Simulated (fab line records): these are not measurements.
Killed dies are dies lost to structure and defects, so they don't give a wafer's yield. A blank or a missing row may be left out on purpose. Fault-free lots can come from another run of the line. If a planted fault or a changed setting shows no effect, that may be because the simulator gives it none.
A lot that was struck, set against a sound lot | flow sky130 | 17 out of 708 route steps
Sound: wafers L917.1, L917.2, L917.3. Wafers L928.1, L928.5, L928.6 were the ones struck. The cause is named last.
Order at every step that has rows: each side's tool, ch and its chambers, its first start. Under that, the readings that differ: sound wafers | struck wafers | difference of the means | sigmas: that difference in standard deviations of wafers without a fault.
alike: words and numbers the same on both sides, and readings whose means are apart by under 2 such deviations; not compared: readings that were withheld, readings missing a value for some wafer, numbers with overlapping values and no deviation given by the record, and bounds like >300 which may hide the same value.
A row with sigmas, a row that says differs or no value, or rows on one side alone: a step with any of these is where the two part. When numbers do not overlap yet have no deviation, they are printed without sigmas and do not part them. A reading that every wafer of one side lacks parts them only if that side has two wafers or more.

SKY_METAL3_SPUTTER_04: material TiN, target thk 70 nm, time 58.3 s.
  struck on pvd_sputter-01, day 41 03:55; sound on pvd_sputter-03, day 37 08:16
  alike: throttle_valve_pct
SKY_CAPM_CVD_00: deposits SiO2, target thk 15.5 nm.
  sound on pecvd-01 ch 0,1,2, day 37 08:19; struck on pecvd-03 ch 1,2, day 41 03:58
  alike: heater_power_w, rf_fwd_power_W, susceptor_temp_C
SKY_CAPM_THK_MEAS_01:
  struck on film_metro-03, day 41 03:59; sound on film_metro-01, day 37 08:20
  alike: CAPM_CVD_00_THK
SKY_CAPM_SPUTTER_02: material TiN, target thk 200 nm, time 166.7 s.
  struck on pvd_sputter-02, day 41 04:03; sound on pvd_sputter-02, day 37 08:24
  alike: susceptor_temp_C, throttle_valve_pct
SKY_CAPM_RS_MEAS_03: the measuring method here is four-point-probe.
  struck on film_metro-02, day 41 04:10; sound on film_metro-02, day 37 08:31
  alike: CAPM_TIN_RS
SKY_CAPM_THK_MEAS_04: measures by xrf.
  struck on film_metro-02, day 41 04:17; sound on film_metro-02, day 37 08:38
  alike: CAPM_TIN_THK
then, 6 steps without rows for these wafers: SKY_CAPM_DEHYDRATE_05 (time 60 s); SKY_CAPM_HMDS_06 (prime time 60 s); SKY_CAPM_COAT_07 (resist thk 1140 nm); SKY_CAPM_SOFTBAKE_08 (time 60 s); SKY_CAPM_EXPOSE_09 (exposes mask CAPM, target cd 1000 nm); SKY_CAPM_PEB_10.
SKY_CAPM_DEVELOP_11: develop time 60 s.
  sound on litho_track-01 ch 0, day 38 09:53; struck on litho_track-04 ch 0, day 42 02:47
SKY_CAPM_OVL_MEAS_12:
  struck on overlay-01, day 42 02:56; sound on overlay-02, day 38 10:02
  alike: CAPM_OVL
SKY_CAPM_METAL_ETCH_13: etches TiN in Cl2/BCl3, stops on SiO2, target depth 220 nm, time 62.9 s.
  sound on rie_metal-03 ch 0,1, day 38 10:05; struck on rie_metal-01 ch 0,1, day 42 02:58
  reading               | sound             | struck         | difference | sigmas
  model.CAPM.cd_nm (nm) | 992.3 997.6 994.8 | 1011 1014 1014 | +18        |
  alike: drypump_motor_current_A, oes_product_au, rf_fwd_power_W, throttle_valve_pct
  not compared: rf_hours_counter_h
SKY_CAPM_STRIP_14: strips in O2/N2.
  sound on plasma_asher-01 ch 0,1, day 38 10:10; struck on plasma_asher-01 ch 0,1, day 42 03:03
  alike: drypump_motor_current_A, oes_product_au, strip_time_to_endpoint_s
  not compared: rf_hours_counter_h
-- the record jumps here: 7 days lie between the struck wafers' starts before and after (it left off in module CAPM and takes up again in module PAD_OPEN, whose first step shown is number 708 of the route) --
SKY_PAD_OPEN_PROBE_99:
  only the struck wafers here have rows in the record (prober-01, day 49 10:42); the sound ones have none

## WHERE THEY PART
Only at SKY_PAD_OPEN_PROBE_99, as far as this record shows.

WHY: what had been put in by the simulator
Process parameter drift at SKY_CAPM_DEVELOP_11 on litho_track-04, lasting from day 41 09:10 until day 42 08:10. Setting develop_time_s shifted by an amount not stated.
